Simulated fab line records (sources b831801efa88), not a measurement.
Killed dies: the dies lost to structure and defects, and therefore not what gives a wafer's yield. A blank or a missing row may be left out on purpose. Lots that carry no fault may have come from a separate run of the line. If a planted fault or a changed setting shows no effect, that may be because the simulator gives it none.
Problem report in the 8D (eight disciplines) form, filled by code | flow sky130 | the parts of the form that need people (team, actions taken, sign-off) are left out

== 1. THE PROBLEM ==
At SKY_VIA3_CMP_24, overpolish_run_s averages 0.038 s over 2 wafers from 2 lots, while fault-free wafers read 20.000 s, standard deviation 0.0089. So: -99 or more standard deviations from the usual mean.
The step: polishes, stops on SiO2, t overpolish 20 s, target thk 0 nm.
The first sign was on wafer L586.4 at day 44 12:06, on cmp-02. The record holds 42 wafers of 14 lots with a number at this step. The rule behind "out" and "out of limits": a value lying over 4 standard deviations away from the usual mean. All remaining wafers that have a number are taken as sound.

== 2. WHAT IT IS AND WHAT IT IS NOT ==
question                    | is                                   | is not
which readings at this step | overpolish_run_s, time_to_endpoint_s | motor_current_A
which lots                  | L586, L587                           | L572, L573, L576, L577, L578, L579, L580, L582, L583, L584, L585, L590
which wafers of those lots  | L586.4, L587.6                       | L586.2, L586.3, L587.2, L587.5
read on which tools         | cmp-02                               | cmp-01
when                        | from day 44 12:06                    | up to then (35 sound wafers); but 5 sound wafers of L587, L590 came after

== 3. WHAT RULES OUT EACH SUSPECT ==
Counting: any tool at a process step up to the reading remains a suspect provided it ran every lot that is out. Sound lots after the first of them don't rule it out here, since some wafers of a struck lot are sound.
- cmp-01 at SKY_VIA3_CMP_02 (polishes SiO2): kept. It ran every lot that is out, first L586 (day 43 12:02); its last sound lot up to then is L579 (day 41 08:37).
- cmp-02 at SKY_VIA3_CMP_24 (polishes, stops on SiO2, t overpolish 20 s, target thk 0 nm): kept. It ran every lot that is out, first L586 (day 44 12:06); its last sound lot up to then is L585 (day 43 23:32). On those wafers its own readings are out: overpolish_run_s, time_to_endpoint_s.
- cmp-02, SKY_VIA3_CMP_24: wafers that are out in chamber 0, sound lot-mates in chambers 1, 2, 3.
Left after counting: cmp-01 at SKY_VIA3_CMP_02, cmp-02 at SKY_VIA3_CMP_24.

== 4. THE CAUSE (what the simulator had put in) ==
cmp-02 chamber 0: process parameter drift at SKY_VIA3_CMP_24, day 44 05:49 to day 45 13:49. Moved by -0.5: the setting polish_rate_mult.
Counting leaves 2 suspects; this tool is one of them.

== 5. THE EFFECT CHAIN, in route order ==
Each row: a reading where the mean over the struck wafers with a number is more than 3 standard deviations away from the usual. Scope: only readings with a usual standard deviation given in the record; hours: median across lots of the time from each lot's start at the first step in this table that gives one to its start at this step; sigmas: change in usual standard deviations.
hours | step            | reading            | usual    | on struck wafers | change  | sigmas
0     | SKY_VIA3_CMP_24 | overpolish_run_s   | 20.000 s | 0.038            | -19.962 | -99 or more
0     | SKY_VIA3_CMP_24 | time_to_endpoint_s | 92 s     | 149              | +57     | +8.6
Its process steps:
- SKY_VIA3_CMP_24: polishes, stops on SiO2, t overpolish 20 s, target thk 0 nm.

== 6. HOW IT WOULD HAVE BEEN CAUGHT EARLIER ==
In this record the first reading out of limits was taken at day 44 12:06, 6 hours after the fault began at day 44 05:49.
